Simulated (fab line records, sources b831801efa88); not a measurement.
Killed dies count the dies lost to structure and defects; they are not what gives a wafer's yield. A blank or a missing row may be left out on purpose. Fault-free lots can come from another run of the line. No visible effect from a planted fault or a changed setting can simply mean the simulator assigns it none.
fab line records | flow sky130
record lots=6 wafers=18 lastDay=50
route steps=708 shown VIA1@473 METAL2@483 PAD_OPEN@708
lots that met no fault: from a run of the same line without faults
startH: start of the lot's first displayed wafer, in hours after the record's first day | waitH: hours from the lot's prior step to this one | " the same as in the row above | L1.1+2: a single row standing in for several wafers | - value missing, or start not given | * or withheld: withheld | < > ~ a bound
route shown NAME@n: a module of which the file shows steps, and the number in the route of the first | usual: the fault-free wafers' mean and standard deviation | same: alike in all rows | chamber/n: place in a boat | sites: per-site readings | _std_site: the standard deviation of these | _edge_site: inner sites' mean taken away from outer sites' mean | radiusMm: for every site, how far away it sits from the centre of the wafer | mask NAME#n: copy n | behind: tool/chamber where the wafer was last shaped | hold: what put the lot on hold/how long, in hours/how the hold closed | device: the transistor (n, p or np) that didn't switch | end of line: the same wafers' tests at the end of the route | for a step that has no rows: nothing shown but its recipe | killed: count of dies lost to structure and defects at first sort (not the wafer's yield) | map: a wafer's dies, x killed, . not, _ none there
set.NAME: the setting that was run; set.NAME@STEP: the one run at that earlier step | model.NAME: the simulator's own value behind a step, which no gauge read
certain route steps with their lots: each step a table, each wafer a row
services: when a tool's chamber went out of use (startH, in hours from the record's first day, below 0 if earlier), for how many hours, and the reason
## steps
# step SKY_VIA1_ETCH_15
# recipe target=SiO2 chemistry=C4F8/O2/Ar targetDepthNm=351 stopOn=TiN maskMaterial=KrF-thick sourceW=1500 biasW=1200 pressureMtorr=40 c4f8FlowSccm=withheld O2_flow_sccm=6 Ar_flow_sccm=300 timeS=54
# usual chamberPressureMTorr=40.00/0.037 oesProductAu=0.979/0.0066
# columns lot.wafer tool chamber startH waitH chamberPressureMTorr oesProductAu rfHoursCounterH
L644.1 rieDiel-04 1 830.11 0.0 40.07 0.975 4
L644.3 " 2 " " 40.01 0.974 3
L644.6 " 1 " " 40.08 0.983 -
L646.1 rieDiel-02 1 841.95 0.0 40.07 0.988 10
L646.3 " 2 " " 39.95 0.974 3
L646.4 " 3 " " 40.08 0.980 23
L647.2 rieDiel-04 2 844.92 0.0 39.99 0.974 3
L647.5 " 1 " " 40.01 0.981 -
L647.6 " 3 " " 39.98 0.980 -
L655.1 rieDiel-04 0 904.67 0.0 39.94 0.976 2
L655.3 " 1 " " 40.02 0.977 7
L655.4 " 3 " " 39.99 0.980 16
L661.2 rieDiel-01 3 942.31 0.0 40.00 0.975 23
L661.3 " 0 " " 40.01 0.988 17
L661.4 " 2 " " 40.01 0.962 -
L664.2 rieDiel-02 2 951.17 0.0 39.92 0.985 6
L664.4 " 1 " " 40.03 0.984 13
L664.5 " 0 " " 40.02 0.976 -
# step SKY_VIA1_STRIP_16
# recipe chemistry=O2/N2 powerW=1400 pressureMtorr=1500 platenTempC=withheld o2FlowSccm=3000 n2FlowSccm=300 overashFraction=0.5
# step SKY_VIA1_STRIP_17
# recipe chemistry=postEtchResidueRemover timeS=1200 tempC=72.5
# step SKY_VIA1_CLEAN_18
# recipe chemistry=IPA timeS=180 tempC=25
# step SKY_VIA1_CLEAN_19
# recipe chemistry=O3/DIW dry=n2Spin
# step SKY_VIA1_SPUTTER_20
# recipe material=TiN targetThkNm=20 chamberPressurePa=5 powerW=4000 timeS=80
# step SKY_VIA1_CVD_21
# recipe material=W targetThkNm=270 timeS=80.902 tempC=400 pressureTorr=40
# usual heaterPowerW=846/57
# columns lot.wafer tool chamber startH waitH heaterPowerW
L644.1 cvdW-01 0 830.86 0.0 779
L644.3 " 1 " " 927
L644.6 " 0 " " 771
L646.1 cvdW-02 1 842.65 0.0 864
L646.3 " 0 " " 903
L646.4 " 1 " " 850
L647.2 cvdW-01 0 845.62 0.0 777
L647.5 " 1 " " 905
L647.6 " 0 " " 764
L655.1 cvdW-01 0 905.41 0.0 770
L655.3 " 0 " " 751
L655.4 " 1 " " 910
L661.2 cvdW-02 1 943.01 0.0 791
L661.3 " 1 " " 771
L661.4 " 0 " " 826
L664.2 cvdW-02 1 952.22 0.0 787
L664.4 " 0 " " 835
L664.5 " 0 " " 863
# step SKY_VIA1_RS_MEAS_22
# recipe thkMeasGauge=four-point-probe reads=W_of_VIA1_CVD_21+TiN_of_VIA1_SPUTTER_20
# usual VIA1_W_RS=0.427/0.0073
# columns lot.wafer tool chamber startH waitH VIA1_W_RS[ohm/sq]
L644.1 filmMetro-03 - 830.95 0.1 0.429
L644.3 " - " " 0.434
L644.6 " - " " 0.433
L646.1 filmMetro-04 - 842.75 0.1 0.437
L646.3 " - " " 0.421
L646.4 " - " " 0.436
L647.2 filmMetro-03 - 845.74 0.1 0.428
L647.5 " - " " 0.431
L647.6 " - " " 0.428
L655.1 filmMetro-03 - 905.51 0.1 0.427
L655.3 " - " " 0.426
L655.4 " - " " 0.430
L661.2 filmMetro-01 - 943.13 0.1 0.428
L661.3 " - " " 0.429
L661.4 " - " " 0.421
L664.2 filmMetro-01 - 952.34 0.1 0.427
L664.4 " - " " 0.421
L664.5 " - " " 0.415
# step SKY_VIA1_THK_MEAS_23
# recipe thkMeasGauge=xrf reads=W_of_VIA1_CVD_21
# usual VIA1_W_THK=268/4.7
# columns lot.wafer tool chamber startH waitH VIA1_W_THK[nm]
L644.1 filmMetro-03 - 831.07 0.1 266
L644.3 " - " " 263
L644.6 " - " " 263
L646.1 filmMetro-04 - 842.87 0.1 264
L646.3 " - " " 275
L646.4 " - " " 265
L647.2 filmMetro-03 - 845.85 0.1 267
L647.5 " - " " 264
L647.6 " - " " 267
L655.1 filmMetro-03 - 905.63 0.1 269
L655.3 " - " " 269
L655.4 " - " " 268
L661.2 filmMetro-01 - 943.24 0.1 269
L661.3 " - " " 265
L661.4 " - " " 274
L664.2 filmMetro-01 - 952.45 0.1 267
L664.4 " - " " 272
L664.5 " - " " 275
# step SKY_VIA1_CMP_24
# recipe stopOn=SiO2 tOverpolishS=15 downForcePsi=3.5 platenRpm=60 targetThkNm=0 padVelocityMS=0.94248
# usual motorCurrentA=10.7/0.74 overpolishRunS=15.000/0.0083 slurryFlowMlMin=149.9/0.48 timeToEndpointS=65.2/2.8
# columns lot.wafer tool chamber startH waitH motorCurrentA overpolishRunS slurryFlowMlMin timeToEndpointS
L644.1 cmp-01 0 831.13 0.1 9.9 14.973 150.5 62.5
L644.3 " 2 " " 11.1 15.018 149.9 65.1
L644.6 " 0 " " 10.0 14.997 150.1 62.1
L646.3 cmp-02 1 842.93 0.0 11.5 15.005 150.1 65.3
L646.1 " 3 " " 9.5 15.009 150.7 61.0
L646.4 " 0 " " 10.7 15.016 149.9 61.5
L647.2 cmp-02 3 845.90 0.0 9.6 14.999 150.3 63.5
L647.5 " 3 " " 9.2 14.992 150.1 62.0
L647.6 " 0 " " 10.6 14.992 150.7 62.7
L655.1 cmp-01 3 905.69 0.1 11.3 14.994 149.9 65.5
L655.4 " 1 " " 10.7 14.995 149.8 64.7
L655.3 " 2 " " 11.1 15.015 149.9 67.8
L661.3 cmp-01 0 943.29 0.0 10.2 15.005 149.4 64.8
L661.4 " 1 " " 10.7 14.992 150.0 65.9
L661.2 " 3 " " 11.2 14.998 149.4 64.7
L664.4 cmp-02 2 952.50 0.0 11.1 15.004 150.9 71.1
L664.2 " 0 " " 10.4 14.997 149.9 67.8
L664.5 " 3 " " 9.1 15.003 150.5 70.6
# step SKY_METAL2_SPUTTER_00
# recipe material=Ti targetThkNm=15 powerW=3000 timeS=10 chamberPressurePa=0.4
# usual throttleValvePct=30.5/0.73
# columns lot.wafer tool chamber startH waitH throttleValvePct
L644.1 pvdSputter-03 - 831.43 0.2 30.9
L644.3 " - " " 29.8
L644.6 " - " " 30.7
L646.1 pvdSputter-04 - 843.23 0.1 31.1
L646.3 " - " " 30.1
L646.4 " - " " 31.5
L647.2 pvdSputter-04 - 846.20 0.2 30.9
L647.5 " - " " 30.6
L647.6 " - " " 31.3
L655.1 pvdSputter-03 - 905.99 0.2 31.3
L655.3 " - " " 29.9
L655.4 " - " " 30.6
L661.2 pvdSputter-04 - 943.59 0.1 29.5
L661.3 " - " " 31.9
L661.4 " - " " 30.3
L664.2 pvdSputter-01 - 952.80 0.1 30.8
L664.4 " - " " 31.8
L664.5 " - " " 30.5
# step SKY_METAL2_SPUTTER_01
# recipe material=TiN targetThkNm=20 powerW=6500 timeS=16.7 chamberPressurePa=0.4
# step SKY_METAL2_SPUTTER_02
# recipe material=AlCu targetThkNm=250 powerW=10600 timeS=13.3 chamberPressurePa=0.4
# usual throttleValvePct=30.5/0.72
# columns lot.wafer tool chamber startH waitH throttleValvePct model.AlCu_of_METAL2_SPUTTER_02.thkNm
L644.1 pvdSputter-03 - 831.48 0.0 31.0 258.6
L644.3 " - " " 29.4 254.5
L644.6 " - " " 30.6 259.3
L646.1 pvdSputter-04 - 843.27 0.0 30.6 126.8
L646.3 " - " " 30.4 255.7
L646.4 " - " " 31.6 250.7
L647.2 pvdSputter-04 - 846.24 0.0 30.6 123.1
L647.5 " - " " 30.9 122.3
L647.6 " - " " 31.5 247.1
L655.1 pvdSputter-03 - 906.03 0.0 31.1 254
L655.3 " - " " 29.9 249.4
L655.4 " - " " 30.8 253.6
L661.2 pvdSputter-04 - 943.64 0.0 29.4 253.1
L661.3 " - " " 31.7 254.2
L661.4 " - " " 30.1 256.4
L664.2 pvdSputter-01 - 952.84 0.0 30.7 250.5
L664.4 " - " " 31.9 249.3
L664.5 " - " " 30.4 252.6
# step SKY_METAL2_SPUTTER_03
# recipe material=Ti targetThkNm=5 powerW=3000 timeS=3.3 chamberPressurePa=0.4
# step SKY_METAL2_SPUTTER_04
# recipe material=TiN targetThkNm=70 powerW=6500 timeS=58.3 chamberPressurePa=0.4
# step SKY_METAL2_RS_MEAS_05
# recipe thkMeasGauge=four-point-probe reads=TiN_of_METAL2_SPUTTER_04+Ti_of_METAL2_SPUTTER_03+AlCu_of_METAL2_SPUTTER_02+TiN_of_METAL2_SPUTTER_01+Ti_of_METAL2_SPUTTER_00
# usual METAL2_ALCU_RS=0.1257/0.0017
# columns lot.wafer tool chamber startH waitH METAL2_ALCU_RS[ohm/sq]
L644.1 filmMetro-04 - 831.58 0.0 0.1223
L644.3 " - " " 0.1246
L644.6 " - " " 0.1220
L646.1 filmMetro-02 - 843.37 0.0 0.2580
L646.3 " - " " 0.1234
L646.4 " - " " 0.1263
L647.2 filmMetro-02 - 846.36 0.0 0.2651
L647.5 " - " " 0.2675
L647.6 " - " " 0.1280
L655.1 filmMetro-02 - 906.13 0.0 0.1246
L655.3 " - " " 0.1268
L655.4 " - " " 0.1247
L661.2 filmMetro-01 - 943.75 0.0 0.1254
L661.3 " - " " 0.1249
L661.4 " - " " 0.1239
L664.2 filmMetro-01 - 952.96 0.0 0.1264
L664.4 " - " " 0.1271
L664.5 " - " " 0.1256
# step SKY_METAL2_THK_MEAS_06
# recipe thkMeasGauge=xrf reads=AlCu_of_METAL2_SPUTTER_02
# usual METAL2_ALCU_THK=252/3.5
# columns lot.wafer tool chamber startH waitH METAL2_ALCU_THK[nm]
L644.1 filmMetro-04 - 831.70 0.1 259
L644.3 " - " " 255
L644.6 " - " " 260
L646.1 filmMetro-02 - 843.49 0.1 125
L646.3 " - " " 254
L646.4 " - " " 248
L647.2 filmMetro-02 - 846.47 0.1 123
L647.5 " - " " 121
L647.6 " - " " 244
L655.1 filmMetro-02 - 906.25 0.1 255
L655.3 " - " " 250
L655.4 " - " " 254
L661.2 filmMetro-01 - 943.86 0.1 254
L661.3 " - " " 254
L661.4 " - " " 257
L664.2 filmMetro-01 - 953.07 0.1 250
L664.4 " - " " 249
L664.5 " - " " 254
# step SKY_METAL2_DEHYDRATE_07
# recipe tempC=200 timeS=60
# step SKY_METAL2_HMDS_08
# recipe primeTimeS=60 primeTempC=120
# step SKY_METAL2_COAT_09
# recipe resist=BARC tempC=withheld timeS=withheld spinRpm=3000 resistThkNm=60
# step SKY_METAL2_COAT_10
# recipe resist=KrF-thick spinRpm=2935 resistThkNm=450
# step SKY_METAL2_SOFTBAKE_11
# recipe tempC=100 timeS=90 resist=KrF-thick
# step SKY_METAL2_EXPOSE_12
# recipe maskId=MM2 na=0.8 sourceShape=annular sigmaInner=0.55 sigmaOuter=0.85 targetCdNm=140 doseMj=28
# step SKY_METAL2_PEB_13
# recipe pebTempC=withheld pebTimeS=withheld resist=KrF-thick
# step SKY_METAL2_DEVELOP_14
# recipe developTimeS=60 resist=KrF-thick devTempC=21
# step SKY_METAL2_CD_MEAS_15
# recipe targetCdNm=140
# usual cdNm=140.1/1.6
# columns lot.wafer tool chamber startH waitH cdNm
L644.1 cdSem-02 - 857.31 - 144.8
L644.3 " - " " 143.3
L644.6 " - " " 145.5
L646.1 cdSem-01 - 869.40 - 138.0
L646.3 " - " " 138.2
L646.4 " - " " 136.5
L647.2 cdSem-01 - 871.78 - 138.6
L647.5 " - " " 139.0
L647.6 " - " " 139.3
L655.1 cdSem-02 - 930.15 - 140.3
L655.3 " - " " 141.2
L655.4 " - " " 141.0
L661.2 cdSem-02 - 968.28 - 138.3
L661.3 " - " " 140.6
L661.4 " - " " 140.7
L664.2 cdSem-01 - 977.02 - 139.5
L664.4 " - " " 139.4
L664.5 " - " " 139.1
# step SKY_METAL2_OVL_MEAS_16
# usual METAL2_OVL=-4/5
# columns lot.wafer tool chamber startH waitH METAL2_OVL[nm]
L644.1 overlay-02 - 857.43 0.1 -8
L644.3 " - " " -8
L644.6 " - " " -2
L646.1 overlay-02 - 869.52 0.1 -11
L646.3 " - " " -5
L646.4 " - " " -4
L647.2 overlay-02 - 871.89 0.1 -10
L647.5 " - " " -2
L647.6 " - " " -3
L655.1 overlay-02 - 930.27 0.1 -3
L655.3 " - " " -9
L655.4 " - " " -1
L661.2 overlay-01 - 968.39 0.1 -11
L661.3 " - " " -12
L661.4 " - " " -9
L664.2 overlay-01 - 977.13 0.1 -3
L664.4 " - " " -2
L664.5 " - " " 0
# step SKY_METAL2_DESCUM_17
# recipe chemistry=O2 sourcePowerW=150 biasPowerW=0 pressureMtorr=10 tempC=40 timeS=8
# step SKY_METAL2_ETCH_18
# recipe chemistry=N2/H2 target=BARC ionEnergyEv=200 biasW=100 pressureMtorr=30 n2FlowSccm=100 h2FlowSccm=200 icpW=500 stopOn=SiO2 timeS=45.9 targetDepthA=600
# usual chamberPressureMTorr=30.003/0.027 drypumpMotorCurrentA=5.71/0.2 oesProductAu=0.855/0.0048 throttleValvePct=13.226/0.0092
# columns lot.wafer tool chamber startH waitH chamberPressureMTorr drypumpMotorCurrentA oesProductAu rfHoursCounterH throttleValvePct
L644.1 rieMetal-02 1 857.50 0.0 29.969 5.65 0.852 14 13.223
L644.3 " 0 " " 30.046 5.69 0.858 - 13.234
L644.6 " 1 " " 30.029 5.65 0.853 - 13.231
L646.1 rieMetal-02 0 869.62 0.1 29.967 5.69 0.857 1 13.234
L646.3 " 0 " " 29.968 5.69 0.864 - 13.226
L646.4 " 0 " " 29.991 5.69 0.858 - 13.222
L647.2 rieMetal-04 0 872.00 0.1 29.981 5.43 0.855 - 13.224
L647.5 " 0 " " 30.024 5.42 0.853 - 13.228
L647.6 " 0 " " 30.026 5.43 0.849 - 13.227
L655.1 rieMetal-03 0 930.34 0.0 30.001 6.00 0.846 3 13.236
L655.3 " 1 " " 29.988 5.90 0.862 - 13.233
L655.4 " 0 " " 29.953 6.01 0.858 - 13.229
L661.2 rieMetal-02 0 968.45 0.0 30.012 5.71 0.854 6 13.221
L661.3 " 0 " " 30.026 5.69 0.851 - 13.216
L661.4 " 1 " " 30.001 5.68 0.842 - 13.211
L664.2 rieMetal-04 0 977.19 0.0 29.975 5.40 0.848 17 13.218
L664.4 " 1 " " 30.003 5.79 0.857 - 13.225
L664.5 " 0 " " 30.050 5.41 0.865 - 13.221
# step SKY_METAL2_METAL_ETCH_19
# recipe targetDepthA=3600 stopOn=SiO2 overEtchFrac=0.3 timeS=78 chemistry=Cl2/BCl3 resistSidewallDeg=88 pressureMtorr=10 icpW=900 biasW=48.5 Cl2_flow_sccm=60 bcl3FlowSccm=30
# usual chamberPressureMTorr=9.998/0.0092 drypumpMotorCurrentA=5.70/0.2 oesProductAu=0.857/0.0062 throttleValvePct=22.264/0.0095
# columns lot.wafer tool chamber startH waitH chamberPressureMTorr drypumpMotorCurrentA oesProductAu rfHoursCounterH throttleValvePct
L644.1 rieMetal-02 1 857.56 0.0 9.997 5.63 0.866 14 22.269
L644.3 " 0 " " 9.991 5.71 0.857 - 22.267
L644.6 " 1 " " 9.982 5.67 0.849 - 22.272
L646.1 rieMetal-02 0 869.74 0.1 9.988 5.70 0.716 1 22.254
L646.3 " 0 " " 10.002 5.69 0.864 - 22.265
L646.4 " 0 " " 10.009 5.71 0.850 - 22.265
L647.2 rieMetal-04 0 872.14 0.1 10.008 5.43 0.713 - 22.268
L647.5 " 0 " " 9.997 5.43 0.713 - 22.267
L647.6 " 0 " " 10.004 5.40 0.851 - 22.272
L655.1 rieMetal-03 0 930.40 0.0 9.995 6.00 0.862 3 22.252
L655.3 " 1 " " 9.985 5.86 0.859 - 22.259
L655.4 " 0 " " 9.995 6.01 0.853 - 22.269
L661.2 rieMetal-02 0 968.51 0.0 9.993 5.72 0.856 6 22.263
L661.3 " 0 " " 10.003 5.72 0.865 - 22.268
L661.4 " 1 " " 10.002 5.64 0.866 - 22.278
L664.2 rieMetal-04 0 977.25 0.0 10.000 5.36 0.856 17 22.252
L664.4 " 1 " " 10.006 5.83 0.857 - 22.264
L664.5 " 0 " " 10.006 5.36 0.863 - 22.281
# step SKY_METAL2_STRIP_20
# recipe chemistry=O2/N2 powerW=1400 pressureMtorr=1500 platenTempC=withheld o2FlowSccm=3000 n2FlowSccm=300 overashFraction=0.5
# step SKY_PAD_OPEN_PROBE_99
# usual defectLimitedYield=82.6/1.9 killed_at_M0_to_M3=43/7.1 killed_at_M4_up=3.0/1.6 killedAtContacts=24/5.3 killedAtFrontEnd=16/4.1 killedAtOther=0.5/0.82 killedDies=86/9.4 killedOpen=46/6.9 killedShort=39/6.5 sort_bin_3_pad_short=0.9/0.45 sort_bin_5_function=10.3/1.5 sort_bin_6_memory=6.2/1.1 sortNPass=406/9.4 sortYieldPct=82.6/1.9
# same grossDies=492 killedAtBackSide=0 sort_bin_4_leakage[%]=0 sort_bin_8_speed[%]=0
# columns lot.wafer tool chamber startH waitH defectLimitedYield[%] killed_at_M0_to_M3 killed_at_M4_up killedAtContacts killedAtFrontEnd killedAtOther killedDies killedOpen killedShort sort_bin_3_pad_short[%] sort_bin_5_function[%] sort_bin_6_memory[%] sortNPass sortYieldPct[%] model.etest.met2.lineOhmUm model.etest.met2.rsOhmSq
L644.1 prober-01 - 1106.52 0.1 82.3 45 3 23 16 0 87 44 43 0.4 11.6 5.7 405 82.3 0.8711 0.1234
L644.3 prober-01 - 1106.62 0.2 85.2 32 3 20 18 0 73 37 36 1.0 8.1 5.7 419 85.2 0.8596 0.1267
L644.6 prober-01 - 1106.77 0.2 83.3 41 4 20 16 1 82 41 41 0.4 8.1 8.1 410 83.3 0.8726 0.1237
L646.1 prober-01 - 1114.76 0.1 84.3 36 3 17 20 1 77 38 38 1.2 8.5 5.9 415 84.3 1.969 0.2611
L646.3 prober-01 - 1114.86 0.2 85.4 42 4 15 10 1 72 34 36 1.0 8.3 5.3 420 85.4 0.9146 0.1264
L646.4 prober-01 - 1114.91 0.2 81.9 53 4 21 10 1 89 50 38 0.6 12.2 5.3 403 81.9 0.9327 0.1272
L647.2 prober-02 - 1118.28 0.1 82.5 54 2 16 14 0 86 51 34 1.2 10.4 5.9 406 82.5 1.875 0.2687
L647.5 prober-02 - 1118.43 0.2 85.8 31 6 20 13 0 70 32 38 1.2 6.1 6.9 422 85.8 1.891 0.2726
L647.6 prober-02 - 1118.48 0.2 85.4 39 3 16 14 0 72 45 27 0.2 7.9 6.5 420 85.4 0.9386 0.1299
L655.1 prober-01 - 1162.29 0.1 84.8 35 4 23 13 0 75 38 37 0.6 9.3 5.3 417 84.8 0.896 0.1271
L655.3 prober-01 - 1162.39 0.2 77.4 55 1 32 23 0 111 70 41 1.0 13.2 8.3 381 77.4 0.931 0.1295
L655.4 prober-01 - 1162.44 0.2 85.2 47 5 11 10 0 73 30 42 0.4 8.5 5.9 419 85.2 0.8974 0.1265
L661.2 prober-01 - 1190.58 0.1 84.6 37 5 21 13 0 76 34 41 0.8 7.7 6.9 416 84.6 0.9292 0.1273
L661.3 prober-01 - 1190.63 0.2 86.6 23 1 23 19 0 66 34 32 1.4 6.9 5.1 426 86.6 0.8943 0.127
L661.4 prober-01 - 1190.68 0.2 83.7 36 4 22 18 0 80 41 39 1.2 9.8 5.3 412 83.7 0.8884 0.125
L664.2 prober-01 - 1196.19 0.1 82.9 45 3 16 20 0 84 43 40 1.0 11.6 4.5 408 82.9 0.9117 0.1285
L664.4 prober-01 - 1196.29 0.2 81.9 48 5 22 13 1 89 41 47 0.6 11.2 6.3 403 81.9 0.9547 0.1288
L664.5 prober-01 - 1196.34 0.2 81.9 44 7 27 10 1 89 55 33 1.4 9.3 7.3 403 81.9 0.9087 0.1265
# killed by level:class
L644.1 VIA3:geometricParticle:open=9 LI_CONTACT:geometricParticle:open=7 FIELD_ISO:geometricParticle:open=6 LOCAL_INTERCONNECT:geometricParticle:short=6 VIA1:geometricParticle:open=6 METAL2:geometricParticle:short=6 FIELD_ISO:geometricParticle:short=5 VIA1:geometricParticle:short=5
L644.3 CONTACT:geometricParticle:open=8 FIELD_ISO:geometricParticle:open=6 LI_CONTACT:geometricParticle:open=6 FIELD_ISO:geometricParticle:short=5 METAL2:geometricParticle:short=5 VIA1:geometricParticle:open=4 VIA3:geometricParticle:open=4 POLY_GATE:geometricParticle:short=3
L644.6 POLY_GATE:geometricParticle:open=7 CONTACT:geometricParticle:open=7 VIA1:geometricParticle:open=7 VIA2:geometricParticle:open=6 LOCAL_INTERCONNECT:geometricParticle:short=5 VIA3:geometricParticle:short=5 METAL2:geometricParticle:short=4 CONTACT:geometricParticle:short=4
L646.1 CONTACT:geometricParticle:open=11 VIA1:geometricParticle:open=7 POLY_GATE:geometricParticle:short=5 METAL1:geometricParticle:short=5 VIA3:geometricParticle:open=5 POLY_GATE:geometricParticle:open=4 FIELD_ISO:geometricParticle:short=3 METAL1:geometricParticle:open=3
L646.3 VIA1:geometricParticle:open=12 VIA3:geometricParticle:short=6 VIA3:geometricParticle:open=6 LI_CONTACT:geometricParticle:open=5 METAL2:geometricParticle:short=4 METAL4:geometricParticle:short=4 FIELD_ISO:geometricParticle:open=3 CONTACT:geometricParticle:short=3
L646.4 CONTACT:geometricParticle:open=11 VIA1:geometricParticle:open=10 VIA3:geometricParticle:open=9 METAL2:geometricParticle:short=9 VIA3:geometricParticle:short=8 LI_CONTACT:geometricParticle:open=7 METAL1:geometricParticle:short=5 VIA1:geometricParticle:short=5
L647.2 VIA1:geometricParticle:open=13 CONTACT:geometricParticle:open=8 VIA3:geometricParticle:open=7 METAL2:geometricParticle:short=6 VIA2:geometricParticle:open=6 FIELD_ISO:geometricParticle:short=5 METAL1:geometricParticle:short=4 VIA2:geometricParticle:short=4
L647.5 METAL1:geometricParticle:short=9 LI_CONTACT:geometricParticle:open=8 CONTACT:geometricParticle:open=7 FIELD_ISO:geometricParticle:short=6 VIA1:geometricParticle:open=6 METAL4:geometricParticle:short=6 METAL2:geometricParticle:short=5 VIA3:geometricParticle:open=4
L647.6 VIA1:geometricParticle:open=10 METAL2:geometricParticle:short=6 VIA3:geometricParticle:open=6 CONTACT:geometricParticle:open=5 VIA2:geometricParticle:open=5 FIELD_ISO:geometricParticle:open=4 LI_CONTACT:geometricParticle:open=4 FIELD_ISO:geometricParticle:short=3
L655.1 CONTACT:geometricParticle:open=13 VIA1:geometricParticle:open=8 METAL2:geometricParticle:short=5 VIA3:geometricParticle:short=5 POLY_GATE:geometricParticle:open=4 METAL4:geometricParticle:short=4 VIA2:geometricParticle:short=3 POLY_GATE:geometricParticle:short=3
L655.3 CONTACT:geometricParticle:open=14 VIA1:geometricParticle:open=13 POLY_GATE:geometricParticle:open=10 VIA2:geometricParticle:open=10 LI_CONTACT:geometricParticle:open=9 VIA3:geometricParticle:open=7 CONTACT:geometricParticle:short=6 VIA1:geometricParticle:short=6
L655.4 VIA1:geometricParticle:open=13 METAL2:geometricParticle:short=7 VIA1:geometricParticle:short=5 VIA2:geometricParticle:open=4 METAL3:geometricParticle:short=4 FIELD_ISO:geometricParticle:short=3 LI_CONTACT:geometricParticle:short=3 CONTACT:geometricParticle:short=3
L661.2 METAL2:geometricParticle:short=11 VIA1:geometricParticle:open=10 CONTACT:geometricParticle:short=7 CONTACT:geometricParticle:open=5 FIELD_ISO:geometricParticle:short=4 LI_CONTACT:geometricParticle:open=4 VIA2:geometricParticle:open=4 METAL4:geometricParticle:short=4
L661.3 POLY_GATE:geometricParticle:open=6 CONTACT:geometricParticle:open=6 FIELD_ISO:geometricParticle:short=5 FIELD_ISO:geometricParticle:open=5 CONTACT:geometricParticle:short=5 LI_CONTACT:geometricParticle:open=4 LOCAL_INTERCONNECT:geometricParticle:short=4 VIA2:geometricParticle:open=4
L661.4 VIA1:geometricParticle:open=12 CONTACT:geometricParticle:open=9 METAL2:geometricParticle:short=7 POLY_GATE:geometricParticle:open=5 POLY_GATE:geometricParticle:short=5 LI_CONTACT:geometricParticle:open=5 VIA3:geometricParticle:open=5 FIELD_ISO:geometricParticle:short=4
L664.2 FIELD_ISO:geometricParticle:open=9 VIA1:geometricParticle:open=9 CONTACT:geometricParticle:open=7 METAL2:geometricParticle:short=7 FIELD_ISO:geometricParticle:short=6 VIA3:geometricParticle:short=6 VIA3:geometricParticle:open=5 CONTACT:geometricParticle:short=4
L664.4 VIA1:geometricParticle:short=11 LI_CONTACT:geometricParticle:open=9 VIA1:geometricParticle:open=7 METAL2:geometricParticle:short=7 VIA2:geometricParticle:open=7 VIA3:geometricParticle:open=7 CONTACT:geometricParticle:open=5 FIELD_ISO:geometricParticle:open=4
L664.5 VIA1:geometricParticle:open=14 LI_CONTACT:geometricParticle:open=10 CONTACT:geometricParticle:open=10 METAL1:geometricParticle:short=7 METAL4:geometricParticle:short=7 VIA2:geometricParticle:open=6 METAL2:geometricParticle:short=5 FIELD_ISO:geometricParticle:open=3
## services
# columns tool chamber startH hours kind
cmp-01 - 808.12 3.8 repair
rieDiel-02 2 814.31 4.6 repair
cmp-01 - 821.45 2.4 repair
rieMetal-03 0 829.62 1.5 repair
cmp-02 - 862.88 6.8 pm
rieDiel-04 1 869.82 3.1 repair
pvdSputter-04 - 880.49 1.2 repair
cmp-02 - 886.07 1.7 repair
pvdSputter-03 - 889.81 9.0 repair
cmp-02 - 898.22 3.0 repair
cvdW-02 - 900.54 6.9 pm
rieDiel-04 2 900.98 2.7 repair
rieDiel-04 0 906.76 2.5 repair
cvdW-02 - 907.44 14.0 pm
cmp-02 - 912.00 4.0 pm
rieDiel-02 0 914.39 2.4 repair
rieDiel-04 3 917.56 2.6 repair
rieDiel-02 0 923.29 4.3 repair
cvdW-01 - 939.65 28.1 pm
rieMetal-04 - 942.68 8.9 repair
rieMetal-02 1 946.45 3.9 repair
rieMetal-02 - 948.80 4.3 pm
rieDiel-04 2 955.73 6.2 repair
rieMetal-02 0 962.05 2.9 repair
## key
firstSign step=SKY_METAL2_RS_MEAS_05 reading=METAL2_ALCU_RS direction=up sigmas=80 usual=0.1257 struck=0.2635
effect step=SKY_METAL2_THK_MEAS_06 reading=METAL2_ALCU_THK direction=down sigmas=36 usual=252 struck=123
effect step=SKY_METAL2_METAL_ETCH_19 reading=oesProductAu direction=down sigmas=23 usual=0.857 struck=0.714
modelEffect step=SKY_METAL2_SPUTTER_02 value=AlCu_of_METAL2_SPUTTER_02.thkNm without=253.2 struck=124.1
modelEffect step=SKY_PAD_OPEN_PROBE_99 value=etest.met2.lineOhmUm without=0.9033 struck=1.911
metAt SKY_METAL2_SPUTTER_02
struckWafers L646.1,L647.2,L647.5
fault kind=processParameterDrift tool=pvdSputter-04 chamber=- onsetH=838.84 steps=SKY_METAL2_SPUTTER_02 channel=targetThkNm offset=-129.08 shape=step endH=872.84 actsIn=theseRecipesOnly stated=250 scope=struckWafersOnly
